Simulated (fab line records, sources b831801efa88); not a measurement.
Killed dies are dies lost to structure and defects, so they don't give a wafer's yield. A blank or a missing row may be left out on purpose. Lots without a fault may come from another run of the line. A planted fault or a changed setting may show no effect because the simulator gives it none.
fab line records | flow sky130
record lots=10 wafers=29 last_day=50
route steps=708 shown METAL1@434 METAL5@663
lots that met no fault: from a run of the same line without faults
start_h: hours from the record's first day to the start of the lot's first wafer shown | wait_h: hours since the lot's step before | " the same as in the row above | L1.1+2: a row that stands for several wafers | - no value, or no start given | * or withheld: withheld | < > ~ a bound
route shown NAME@n: a module of which the file shows steps, and the number in the route of the first | usual: mean/standard deviation of fault-free wafers | same: alike in all rows | chamber/n: place in a boat | sites: the reading at each site | _std_site: their standard deviation | _edge_site: outer sites' mean less inner sites' | radius_mm: how far each site lies from the wafer's centre | mask NAME#n: copy n | behind: the tool/chamber that last shaped the wafer | hold: why the lot was held/for how many hours/how that ended | device: the transistor (n, p or np) that didn't switch | end of line: the same wafers' tests at the end of the route | a step without rows: its recipe alone | killed: dies lost to structure and defects at the first sort, not the wafer's yield | map: a wafer's dies, x killed, . not, _ none there
set.NAME: the setting as run; set.NAME@STEP: as run at that earlier step | model.NAME: the simulator's own value behind a step, which no gauge read
steps of the route over a sample of lots; a table a step, a row a wafer
services: from which hour (start_h, from the record's first day; less than 0 if before it) a tool's chamber was out of use, for how many hours, and why
## steps
# step SKY_METAL1_SPUTTER_00
# recipe material=Ti target_thk_nm=15 power_w=3000 time_s=10 chamber_pressure_pa=0.4
# usual throttle_valve_pct=29.8/1.3
# columns lot.wafer tool chamber start_h wait_h throttle_valve_pct
L886.3 pvd_sputter-04 - 763.57 0.1 32.0
L886.4 " - " " 30.3
L886.5 " - " " 26.7
L889.1 pvd_sputter-04 - 768.95 0.1 32.2
L889.3 " - " " 27.2
L889.4 " - " " 30.6
L888.3 pvd_sputter-04 - 773.05 0.1 31.9
L888.5 " - " " 27.3
L888.6 " - " " 30.5
L890.2 pvd_sputter-03 - 800.12 0.2 29.4
L890.4 " - " " 29.6
L890.5 " - " " 31.1
L897.2 pvd_sputter-03 - 836.17 0.2 29.3
L897.4 " - " " 31.0
L899.1 pvd_sputter-04 - 864.18 0.2 31.9
L899.3 " - " " 26.9
L899.6 " - " " 30.4
L902.1 pvd_sputter-01 - 876.20 0.1 30.5
L902.5 " - " " 30.8
L902.6 " - " " 28.7
L904.2 pvd_sputter-03 - 889.58 0.1 29.1
L904.4 " - " " 29.3
L904.6 " - " " 29.0
L905.2 pvd_sputter-03 - 895.80 0.1 29.5
L905.4 " - " " 29.6
L905.5 " - " " 29.2
L907.1 pvd_sputter-03 - 901.50 0.2 29.2
L907.4 " - " " 29.0
L907.5 " - " " 29.1
# step SKY_METAL1_SPUTTER_03
# recipe material=Ti target_thk_nm=5 power_w=3000 time_s=3.3 chamber_pressure_pa=0.4
# usual throttle_valve_pct=29.8/1.3
# columns lot.wafer tool chamber start_h wait_h throttle_valve_pct
L886.3 pvd_sputter-04 - 763.65 0.0 32.1
L886.4 " - " " 30.1
L886.5 " - " " 27.1
L889.1 pvd_sputter-04 - 769.03 0.0 32.2
L889.3 " - " " 26.8
L889.4 " - " " 30.7
L888.3 pvd_sputter-04 - 773.12 0.0 31.7
L888.5 " - " " 26.9
L888.6 " - " " 30.7
L890.2 pvd_sputter-03 - 800.19 0.0 29.2
L890.4 " - " " 29.8
L890.5 " - " " 31.1
L897.2 pvd_sputter-03 - 836.24 0.0 29.5
L897.4 " - " " 31.1
L899.1 pvd_sputter-04 - 864.25 0.0 31.9
L899.3 " - " " 26.9
L899.6 " - " " 30.3
L902.1 pvd_sputter-01 - 876.27 0.0 30.7
L902.5 " - " " 30.8
L902.6 " - " " 28.7
L904.2 pvd_sputter-03 - 889.65 0.0 29.0
L904.4 " - " " 29.3
L904.6 " - " " 29.4
L905.2 pvd_sputter-03 - 895.88 0.0 29.7
L905.4 " - " " 29.7
L905.5 " - " " 29.2
L907.1 pvd_sputter-03 - 901.57 0.0 29.5
L907.4 " - " " 29.2
L907.5 " - " " 29.0
# step SKY_METAL1_METAL_ETCH_19
# recipe target_depth_a=3600 stop_on=SiO2 over_etch_frac=0.3 time_s=78 chemistry=Cl2/BCl3 resist_sidewall_deg=88 pressure_mtorr=10 icp_w=900 bias_w=48.5 Cl2_flow_sccm=60 bcl3_flow_sccm=30
# usual drypump_motor_current_A=6.0/0.76 oes_product_au=0.854/0.0049 rf_fwd_power_W=894/3.1 throttle_valve_pct=22.264/0.0093
# columns lot.wafer tool chamber start_h wait_h drypump_motor_current_A oes_product_au rf_fwd_power_W rf_hours_counter_h throttle_valve_pct
L886.3 rie_metal-01 0 790.52 0.1 4.7 0.856 893 - 22.266
L886.4 " 1 " " 5.0 0.857 892 - 22.241
L886.5 " 0 " " 4.8 0.856 892 - 22.270
L889.1 rie_metal-02 1 796.03 0.1 6.4 0.853 888 13 22.253
L889.3 " 0 " " 6.8 0.859 892 - 22.267
L889.4 " 1 " " 6.4 0.854 892 - 22.259
L888.3 rie_metal-02 0 800.27 0.1 6.8 0.849 891 - 22.256
L888.5 " 0 " " 6.8 0.856 889 - 22.261
L888.6 " 1 " " 6.3 0.847 893 - 22.270
L890.2 rie_metal-02 0 826.72 0.1 6.8 0.846 895 - 22.264
L890.4 " 0 " " 6.8 0.854 894 - 22.272
L890.5 " 0 " " 6.9 0.858 895 - 22.263
L897.2 rie_metal-02 0 861.99 0.0 6.8 0.850 898 0 22.261
L897.4 " 1 " " 6.4 0.857 897 - 22.258
L899.1 rie_metal-03 1 889.91 0.0 5.8 0.843 897 16 22.268
L899.3 " 1 " " 5.8 0.854 895 - 22.276
L899.6 " 1 " " 5.8 0.857 895 - 22.253
L902.1 rie_metal-01 0 900.56 0.0 4.8 0.851 891 14 22.274
L902.5 " 0 " " 4.7 0.860 889 - 22.252
L902.6 " 1 " " 5.0 0.849 898 - 22.260
L904.2 rie_metal-02 1 914.91 0.0 6.4 0.854 885 1 22.256
L904.4 " 1 " " 6.4 0.866 892 - 22.258
L904.6 " 1 " " 6.4 0.855 888 - 22.265
L905.2 rie_metal-03 1 920.75 0.0 5.8 0.857 892 17 22.263
L905.4 " 0 " " 6.1 0.866 890 - 22.264
L905.5 " 1 " " 5.8 0.864 889 - 22.274
L907.1 rie_metal-03 0 926.34 0.0 6.1 0.852 893 13 22.257
L907.4 " 1 " " 5.8 0.842 898 - 22.268
L907.5 " 1 " " 5.8 0.843 899 - 22.264
# step SKY_METAL5_SPUTTER_02
# recipe material=AlCu target_thk_nm=1150 power_w=10600 time_s=61.2 chamber_pressure_pa=0.4
# usual throttle_valve_pct=29.8/1.1
# columns lot.wafer tool chamber start_h wait_h throttle_valve_pct
L886.3 pvd_sputter-02 - 1025.34 0.0 30.3
L886.4 " - " " 31.6
L886.5 " - " " 27.9
L889.1 pvd_sputter-03 - 1029.64 0.0 31.1
L889.3 " - " " 29.4
L889.4 " - " " 31.3
L888.3 pvd_sputter-01 - 1036.10 0.0 28.5
L888.5 " - " " 30.8
L888.6 " - " " 28.8
L890.2 pvd_sputter-03 - 1057.99 0.0 29.4
L890.4 " - " " 29.5
L890.5 " - " " 29.6
L897.2 pvd_sputter-02 - 1088.78 0.0 27.8
L897.4 " - " " 27.8
L899.1 pvd_sputter-01 - 1112.73 0.0 29.2
L899.3 " - " " 30.8
L899.6 " - " " 30.8
L902.1 pvd_sputter-03 - 1119.84 0.0 29.6
L902.5 " - " " 29.2
L902.6 " - " " 29.6
L904.2 pvd_sputter-01 - 1130.28 0.0 28.2
L904.4 " - " " 29.5
L904.6 " - " " 30.9
L905.2 pvd_sputter-01 - 1137.78 0.0 29.4
L905.4 " - " " 28.9
L905.5 " - " " 30.6
L907.1 pvd_sputter-03 - 1140.33 0.0 29.1
L907.4 " - " " 29.1
L907.5 " - " " 31.1
# step SKY_METAL5_RS_MEAS_05
# recipe thk_meas_gauge=four-point-probe reads=TiN_of_METAL5_SPUTTER_04+Ti_of_METAL5_SPUTTER_03+AlCu_of_METAL5_SPUTTER_02+TiN_of_METAL5_SPUTTER_01+Ti_of_METAL5_SPUTTER_00
# usual METAL5_ALCU_RS=0.0269/0.00033
# columns lot.wafer tool chamber start_h wait_h METAL5_ALCU_RS[ohm/sq]
L886.3 film_metro-03 - 1025.49 0.1 0.0266
L886.4 " - " " 0.0269
L886.5 " - " " 0.0271
L889.1 film_metro-02 - 1029.76 0.0 0.0273
L889.3 " - " " 0.0271
L889.4 " - " " 0.0271
L888.3 film_metro-03 - 1036.26 0.1 0.0273
L888.5 " - " " 0.0270
L888.6 " - " " 0.0269
L890.2 film_metro-02 - 1058.13 0.0 0.0265
L890.4 " - " " 0.0273
L890.5 " - " " 0.0269
L897.2 film_metro-04 - 1088.92 0.0 0.0275
L897.4 " - " " 0.0288
L899.1 film_metro-03 - 1112.85 0.0 0.0269
L899.3 " - " " 0.0265
L899.6 " - " " 0.0268
L902.1 film_metro-02 - 1119.96 0.0 0.0272
L902.5 " - " " 0.0273
L902.6 " - " " 0.0272
L904.2 film_metro-03 - 1130.42 0.0 0.0270
L904.4 " - " " 0.0270
L904.6 " - " " 0.0267
L905.2 film_metro-03 - 1137.92 0.0 0.0269
L905.4 " - " " 0.0269
L905.5 " - " " 0.0268
L907.1 film_metro-02 - 1140.45 0.0 0.0267
L907.4 " - " " 0.0270
L907.5 " - " " 0.0268
# step SKY_METAL5_THK_MEAS_06
# recipe thk_meas_gauge=xrf reads=AlCu_of_METAL5_SPUTTER_02
# usual METAL5_ALCU_THK=1151/16
# columns lot.wafer tool chamber start_h wait_h METAL5_ALCU_THK[nm]
L886.3 film_metro-03 - 1025.59 0.1 1170
L886.4 " - " " 1159
L886.5 " - " " 1150
L889.1 film_metro-02 - 1029.88 0.1 1135
L889.3 " - " " 1139
L889.4 " - " " 1141
L888.3 film_metro-03 - 1036.36 0.1 1144
L888.5 " - " " 1150
L888.6 " - " " 1154
L890.2 film_metro-02 - 1058.24 0.1 1168
L890.4 " - " " 1139
L890.5 " - " " 1163
L897.2 film_metro-04 - 1089.03 0.1 1120
L897.4 " - " " 1072
L899.1 film_metro-03 - 1112.97 0.1 1141
L899.3 " - " " 1161
L899.6 " - " " 1149
L902.1 film_metro-02 - 1120.08 0.1 1148
L902.5 " - " " 1143
L902.6 " - " " 1150
L904.2 film_metro-03 - 1130.53 0.1 1150
L904.4 " - " " 1153
L904.6 " - " " 1155
L905.2 film_metro-03 - 1138.03 0.1 1156
L905.4 " - " " 1144
L905.5 " - " " 1160
L907.1 film_metro-02 - 1140.57 0.1 1171
L907.4 " - " " 1157
L907.5 " - " " 1167
# step SKY_METAL5_METAL_ETCH_15
# recipe target_depth_a=12600 stop_on=SiO2 over_etch_frac=0.2 time_s=252 chemistry=Cl2/BCl3 resist_sidewall_deg=86 pressure_mtorr=10 icp_w=900 bias_w=48.5 Cl2_flow_sccm=60 bcl3_flow_sccm=30
# usual drypump_motor_current_A=6.0/0.59 oes_product_au=0.894/0.0051 rf_fwd_power_W=898/3.1 throttle_valve_pct=22.264/0.0084
# columns lot.wafer tool chamber start_h wait_h drypump_motor_current_A oes_product_au rf_fwd_power_W rf_hours_counter_h throttle_valve_pct
L886.3 rie_metal-04 0 1048.37 0.1 6.3 0.893 896 - 22.263
L886.4 " 1 " " 5.0 0.901 899 - 22.256
L886.5 " 1 " " 5.0 0.895 899 - 22.252
L889.1 rie_metal-02 0 1051.64 0.0 6.8 0.903 900 11 22.264
L889.3 " 1 " " 6.4 0.892 896 - 22.251
L889.4 " 0 " " 6.8 0.900 902 - 22.272
L888.3 rie_metal-02 1 1059.56 0.1 6.4 0.885 894 - 22.256
L888.5 " 1 " " 6.4 0.891 899 - 22.257
L888.6 " 0 " " 6.8 0.897 896 - 22.267
L890.2 rie_metal-04 0 1079.62 0.0 6.3 0.897 902 23 22.279
L890.4 " 1 " " 5.0 0.895 900 - 22.266
L890.5 " 1 " " 5.0 0.895 903 - 22.264
L897.2 rie_metal-03 1 1108.89 0.0 5.8 0.896 899 10 22.268
L897.4 " 1 " " 5.8 0.875 898 - 22.249
L899.1 rie_metal-04 1 1132.67 0.0 5.0 0.894 902 16 22.266
L899.3 " 0 " " 6.3 0.894 900 - 22.275
L899.6 " 0 " " 6.3 0.895 901 - 22.271
L902.1 rie_metal-03 0 1139.18 0.0 6.1 0.897 893 0 22.268
L902.5 " 1 " " 5.8 0.898 896 - 22.264
L902.6 " 0 " " 6.1 0.894 894 - 22.255
L904.2 rie_metal-04 0 1149.58 0.0 6.3 0.890 903 3 22.254
L904.4 " 1 " " 5.1 0.895 893 - 22.272
L904.6 " 1 " " 5.0 0.902 896 - 22.273
L905.2 rie_metal-04 1 1155.87 0.0 5.0 0.901 895 19 22.276
L905.4 " 0 " " 6.3 0.894 897 - 22.282
L905.5 " 1 " " 5.0 0.886 897 - 22.260
L907.1 rie_metal-02 1 1158.88 0.0 6.4 0.898 896 16 22.278
L907.4 " 0 " " 6.8 0.906 897 - 22.279
L907.5 " 0 " " 6.8 0.891 896 - 22.271
## services
# columns tool chamber start_h hours kind
rie_metal-04 0 759.03 24.5 repair
rie_metal-03 - 771.30 2.8 pm
rie_metal-02 1 825.03 7.7 repair
rie_metal-04 0 858.71 23.8 repair
pvd_sputter-03 - 869.83 7.2 repair
rie_metal-03 0 903.81 3.6 repair
pvd_sputter-04 - 914.77 0.9 repair
rie_metal-04 - 916.82 2.8 pm
pvd_sputter-04 - 925.15 19.3 repair
rie_metal-03 - 927.00 4.3 pm
pvd_sputter-03 - 960.10 5.2 repair
pvd_sputter-02 - 975.61 3.6 repair
pvd_sputter-01 - 989.16 0.9 repair
rie_metal-02 1 990.83 4.2 repair
rie_metal-04 0 990.98 7.1 repair
pvd_sputter-02 - 1022.00 0.6 repair
rie_metal-04 - 1036.59 3.5 repair
pvd_sputter-01 - 1043.85 1.1 repair
pvd_sputter-04 - 1066.63 2.3 repair
rie_metal-01 1 1071.87 1.8 repair
rie_metal-02 - 1110.96 1.4 pm
pvd_sputter-01 - 1116.87 12.1 repair
rie_metal-01 1 1135.47 8.6 repair
rie_metal-01 0 1142.74 11.8 repair
## key
first_sign step=SKY_METAL5_RS_MEAS_05 reading=METAL5_ALCU_RS direction=up sigmas=5.8 usual=0.0269 struck=0.0288
effect step=SKY_METAL5_THK_MEAS_06 reading=METAL5_ALCU_THK direction=down sigmas=5 usual=1151 struck=1072
effect step=SKY_METAL5_METAL_ETCH_15 reading=oes_product_au direction=down sigmas=3.8 usual=0.894 struck=0.875
met_at SKY_METAL5_SPUTTER_02
struck_lots L897
struck_wafers L897.4
not_acting_at SKY_METAL1_SPUTTER_00,SKY_METAL1_SPUTTER_03,SKY_METAL1_METAL_ETCH_19
onset_between 1025.34 1088.78
fault kind=process_parameter_drift tool=pvd_sputter-02 chamber=- onset_h=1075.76 steps=SKY_METAL5_SPUTTER_02 channel=time_s offset=* shape=step end_h=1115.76 scope=struck_wafers_only acts_in=* stated=*
